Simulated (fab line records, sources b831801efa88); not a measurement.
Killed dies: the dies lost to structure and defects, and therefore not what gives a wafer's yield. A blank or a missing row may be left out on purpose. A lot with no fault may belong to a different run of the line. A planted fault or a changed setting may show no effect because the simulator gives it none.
Code-filled problem report in 8D (eight disciplines) form / flow sky130 / the parts of the form that need people (team, actions taken, sign-off) are left out

## 1. WHAT IS WRONG
beam energy keV at SKY_LDD_N_IMPLANT_14 reads a mean of 52.576 on 9 wafers of 3 lots; wafers without a fault read 49.997 with a standard deviation of 0.017. That is +99 or more standard deviations from the usual mean.
Seen first at day 23 00:26 on implanter-02, wafer L758.1. At this step, 42 wafers from 14 lots have a number in the record. Rule for "out", or "out of limits": more than 4 standard deviations from the usual mean. Any other wafer with a number is counted as sound.

## 2. WHAT THIS IS AND IS NOT
question=which readings at this step | is=beam energy keV | is not=-
question=which lots | is=L758, L759, L761 | is not=L745, L747, L748, L749, L750, L751, L752, L755, L765, L766, L768
question=which wafers of those lots | is=all that have a number | is not=-
question=read on which tools | is=implanter-02 | is not=implanter-01, implanter-04
question=when | is=from day 23 00:26 | is not=up to then (24 sound wafers); but 9 sound wafers of L765, L766, L768 came after

## 3. WHAT RULES OUT EACH SUSPECT
Counting: any tool at a process step up to the reading is kept as a suspect provided that every lot that is out went through it and no sound lot did after the first of them.
- implanter-02 at SKY_LDD_N_IMPLANT_14: kept. Every lot that is out went through it, starting with L758 (day 23 00:26), and after that it ran no sound lot; the last sound lot it ran before then is L755 (day 21 19:58). Out on those wafers are its own readings of beam energy keV.
Remaining after the count: implanter-02 at SKY_LDD_N_IMPLANT_14.

## 4. THE CAUSE (what the simulator had put in)
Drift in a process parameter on implanter-02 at SKY_LDD_N_IMPLANT_14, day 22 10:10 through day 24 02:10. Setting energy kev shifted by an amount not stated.
This tool alone remained once counting was done.

## 5. SEQUENCE OF EFFECTS, ordered by route
Each row: a reading whose mean over the struck wafers that have a number lies more than 3 standard deviations from the usual. Only readings for which the record gives a usual standard deviation are gone through. hours: the time from each lot's start at the first step in this table that gives one to its start at this step, as a median over the lots. sigmas: the change in usual standard deviations.
hours=0; step=SKY_LDD_N_IMPLANT_14; reading=beam energy keV; usual=49.997; on struck wafers=52.576; change=+2.579; sigmas=+99 or more
Here are the process steps it includes:
- SKY_LDD_N_IMPLANT_14
Later measuring or inspecting steps at which every struck wafer that the step has a row for has a number for every such reading, and none has moved that far: SKY_LDD_HVN_OVL_MEAS_07, SKY_LI_CONTACT_THK_MEAS_01.

## 6. WHAT WOULD HAVE CAUGHT IT SOONER
The fault began at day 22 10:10; the first out-of-limits reading in this record came at day 23 00:26, 14 hours later.
